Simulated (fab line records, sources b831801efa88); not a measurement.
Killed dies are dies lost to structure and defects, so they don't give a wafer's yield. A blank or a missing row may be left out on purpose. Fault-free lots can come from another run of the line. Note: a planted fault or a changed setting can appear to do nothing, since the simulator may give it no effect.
The tool behind it: which one? ; flow sky130 ; 12 lots, 35 wafers sampled, at 3 steps of a route of 708

== WHAT THE GAUGES READ, wafer by wafer ==
SKY_METAL1_RS_MEAS_05: the measuring method here is four-point-probe.
lot;measured;on;METAL1_ALCU_RS (ohm/sq)
L757;day 31 17:49;filmMetro-01;0.1283 0.1273 0.1273
L766;day 34 18:19;filmMetro-01;0.0994 0.1296 0.0997 0.1297
L768;day 35 09:10;filmMetro-01;0.1273 0.1280 0.1274
L769;day 35 12:36;filmMetro-03;0.1279 0.1284 0.1271
L770;day 36 00:41;filmMetro-03;0.1273 0.1258 0.1271
L771;day 36 11:11;filmMetro-01;0.1257 0.1260 0.1249
L774;day 37 14:44;filmMetro-04;0.1280 0.1271 0.1279
L773;day 37 17:31;filmMetro-04;0.1286 0.1278 0.1294
L775;day 38 01:47;filmMetro-03;0.1279 0.1267 0.1269
L777;day 38 02:53;filmMetro-04;0.1256 0.1268 0.1264
L778;day 38 15:38;filmMetro-03;0.1256 0.1254 0.1256
L779;day 38 20:16;filmMetro-01;0.1264 0.1262 0.1266

SKY_METAL1_THK_MEAS_06: measures by xrf.
lot;measured;on;METAL1_ALCU_THK (nm)
L757;day 31 17:56;filmMetro-01;246.4 246.4 247.2
L766;day 35 00:23;filmMetro-01;311.7 242.3 309.8 242.3
L768;day 35 09:16;filmMetro-01;245.7 243.4 245.5
L769;day 35 12:43;filmMetro-03;242.9 243.1 245.2
L770;day 36 00:49;filmMetro-03;242.2 245.5 243.8
L771;day 36 11:17;filmMetro-01;247.7 248.3 248.8
L774;day 37 14:51;filmMetro-04;244.1 247.3 245.7
L773;day 37 17:38;filmMetro-04;243.7 246.2 244.1
L775;day 38 01:54;filmMetro-03;244.0 245.8 246.9
L777;day 38 02:59;filmMetro-04;249.4 248.1 248.0
L778;day 38 15:45;filmMetro-03;248.6 250.6 250.0
L779;day 38 20:23;filmMetro-01;245.2 246.8 245.6

== WHAT TOOL EACH LOT RAN ON (gives the tool, then ch and the chambers of the sampled wafers, and finally the start) ==
lot;SKY_METAL1_SPUTTER_02
L757;pvdSputter-03, day 31 17:44
L766;pvdSputter-03, day 34 18:14
L768;pvdSputter-01, day 35 09:02
L769;pvdSputter-01, day 35 12:29
L770;pvdSputter-01, day 36 00:36
L771;pvdSputter-04, day 36 11:04
L774;pvdSputter-01, day 37 14:38
L773;pvdSputter-04, day 37 17:24
L775;pvdSputter-04, day 38 01:41
L777;pvdSputter-03, day 38 02:46
L778;pvdSputter-04, day 38 15:32
L779;pvdSputter-04, day 38 20:10
- SKY_METAL1_SPUTTER_02: material AlCu, target thk 250 nm, time 13.3 s.

== WHAT THE TOOLS THEMSELVES READ (means of the sampled wafers that have a number; where no wafer has one, the mark that the record gives instead) ==
SKY_METAL1_SPUTTER_02.
lot;tool;throttleValvePct (%)
L757;pvdSputter-03;28.9
L766;pvdSputter-03;29.6
L768;pvdSputter-01;29.9
L769;pvdSputter-01;29.8
L770;pvdSputter-01;29.2
L771;pvdSputter-04;30.5
L774;pvdSputter-01;28.9
L773;pvdSputter-04;30.8
L775;pvdSputter-04;30.2
L777;pvdSputter-03;29.8
L778;pvdSputter-04;30.2
L779;pvdSputter-04;30.6

== THE ANSWER, worked out from the rows above alone ==
Rule: usual is defined by the lots themselves. Put in order of their means at a reading, lots are off if they are a third of the lots or fewer, leave a main group of 4 or more, and stand apart from it by a gap of 3 or more times the standard deviation of the main group's means; of several such gaps the widest counts. Not used: any main group whose means are identical at the precision the tables above print for the reading. Also off: a lot with no number at a reading for which 4 or more lots have one. All remaining lots with rows at the step are treated as sound. First the gauges in route order, then the tools' own readings, where a lot's mean is used as printed above. At the first step where some lot is off, the reading lying furthest off is the one used; lots without a number count as furthest.
Off: L766, seen at SKY_METAL1_RS_MEAS_05 (METAL1_ALCU_RS). Main group: mean 0.1270 ohm/sq, sd 0.00094.
If a tool, at a process step before that reading, ran all the lots that are off and no sound lot after the first of them, it fits. Those tools and the gauges at SKY_METAL1_RS_MEAS_05 are tried in the same way. Not one of the candidates tried fits.

== WHAT THE SIMULATOR HAD INSERTED ==
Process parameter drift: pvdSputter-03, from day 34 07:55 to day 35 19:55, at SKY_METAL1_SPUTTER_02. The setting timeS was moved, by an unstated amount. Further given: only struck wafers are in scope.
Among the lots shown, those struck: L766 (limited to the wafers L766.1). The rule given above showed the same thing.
